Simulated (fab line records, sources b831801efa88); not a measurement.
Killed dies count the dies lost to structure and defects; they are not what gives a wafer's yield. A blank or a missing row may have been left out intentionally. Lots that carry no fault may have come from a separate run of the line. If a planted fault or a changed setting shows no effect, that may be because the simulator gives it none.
A lot that was struck, set against a sound lot | flow sky130 | 18 out of 708 route steps
Sound: these wafers, L429.1, L429.4, L429.5. Struck: wafers L441.2, L441.6. (L441.1 of the same lot was not struck and is left out.) The cause comes at the end.
Each step with rows lists, per side, the tool, then ch with its chambers, then its first start. Under that, the readings that differ: sound wafers | struck wafers | difference of the means | sigmas: that difference in standard deviations of wafers without a fault.
alike: same words and numbers on both sides, and readings whose means sit less than 2 such deviations apart. not compared: any withheld reading, any reading some wafer has no value for, any bound like >300 that may hide the same value, and any number with overlapping values for which the record gives no deviation.
A row with sigmas, a row that says differs or no value, or rows on one side alone: a step with any of these is where the two part. Numbers that don't overlap but have no deviation are shown without sigmas and don't part them. Lack of a reading on every wafer of one side parts them only where that side has two or more wafers.

first, 5 steps without rows for these wafers: SKY_VIA4_COAT_06 (resist thk 1140 nm); SKY_VIA4_SOFTBAKE_07 (time 60 s); SKY_VIA4_EXPOSE_08 (exposes mask VIM4, target cd 800 nm); SKY_VIA4_PEB_09; SKY_VIA4_DEVELOP_10 (develop time 60 s).
SKY_VIA4_OVL_MEAS_11:
  struck on overlay-02, day 50 04:34; sound on overlay-01, day 45 08:45
reading       | sound       | struck    | difference | sigmas
VIA4_OVL (nm) | 2.0 1.3 2.6 | -1.2 -1.9 | -3.5       | -3
SKY_VIA4_ETCH_12: etches SiO2 in C4F8/O2/Ar, stops on TiN, target depth 580 nm.
  sound on rieDiel-03 ch 0,1, day 45 08:47; struck on rieDiel-01 ch 2, day 50 04:37
  alike: oesProductAu
SKY_VIA4_STRIP_13: strips in O2/N2.
  sound on plasmaAsher-03 ch 0, day 45 08:52; struck on plasmaAsher-04 ch 0, day 50 04:41
  alike: drypumpMotorCurrentA, n2FlowSccm, oesProductAu, stripTimeToEndpointS
  not compared: rfHoursCounterH
then, 3 steps without rows for these wafers: SKY_VIA4_STRIP_14 (strips in post etch residue remover, time 1200 s); SKY_VIA4_CLEAN_15 (cleans in IPA, time 180 s); SKY_VIA4_CLEAN_16 (cleans in O3/DIW).
SKY_VIA4_SPUTTER_17: material TiN, target thk 20 nm, time 80 s.
  struck on pvdSputter-03, day 50 05:16; sound on pvdSputter-03, day 45 09:27
  alike: throttleValvePct
SKY_VIA4_CVD_18: deposits W, target thk 505 nm, time 152.14 s.
  sound on cvdW-02 ch 0,1, day 45 09:31; struck on cvdW-01 ch 0,1, day 50 05:20
reading                           | sound         | struck      | difference | sigmas
model.W_of_VIA4_CVD_18.thkNm (nm) | 494 492 494.9 | 811.9 822.3 | +323.5     | 
  alike: heaterPowerW
SKY_VIA4_RS_MEAS_19: a four-point-probe measurement.
  struck on filmMetro-02, day 50 05:29; sound on filmMetro-04, day 45 09:40
reading            | sound             | struck      | difference | sigmas
VIA4_W_RS (ohm/sq) | 0.232 0.232 0.231 | 0.141 0.138 | -0.092     | -30
SKY_VIA4_THK_MEAS_20: measures by xrf.
  struck on filmMetro-02, day 50 05:36; sound on filmMetro-04, day 45 09:47
reading         | sound       | struck  | difference | sigmas
VIA4_W_THK (nm) | 480 484 484 | 777 792 | +302       | +42
SKY_VIA4_CMP_21: polishes, stops on SiO2, t overpolish 25 s, target thk 0 nm.
  sound on cmp-02 ch 0,2,3, day 45 09:50; struck on cmp-01 ch 1, day 50 05:40
reading              | sound             | struck      | difference | sigmas
edgeZonePressureFrac | 1.001 0.988 0.997 | 1.011 1.010 | +0.015     | +3
timeToEndpointS (s)  | 116 119 125       | 193 193     | +73        | +10
  alike: motorCurrentA
SKY_METAL5_SPUTTER_00: material Ti, target thk 15 nm, time 10 s.
  struck on pvdSputter-01, day 50 05:58; sound on pvdSputter-01, day 45 10:08
  alike: throttleValvePct
-- the record jumps here: 2 days lie between the struck wafers' starts before and after (it left off in module METAL5 and takes up again in module PAD_OPEN, whose first step shown is number 708 of the route) --
SKY_PAD_OPEN_PROBE_99:
  record: rows for the struck wafers here (prober-02, day 52 11:53), none for the sound ones

== WHERE THEY PART ==
Earliest at SKY_VIA4_OVL_MEAS_11; latest, in this record, at SKY_PAD_OPEN_PROBE_99.

WHY: what the simulator had put in
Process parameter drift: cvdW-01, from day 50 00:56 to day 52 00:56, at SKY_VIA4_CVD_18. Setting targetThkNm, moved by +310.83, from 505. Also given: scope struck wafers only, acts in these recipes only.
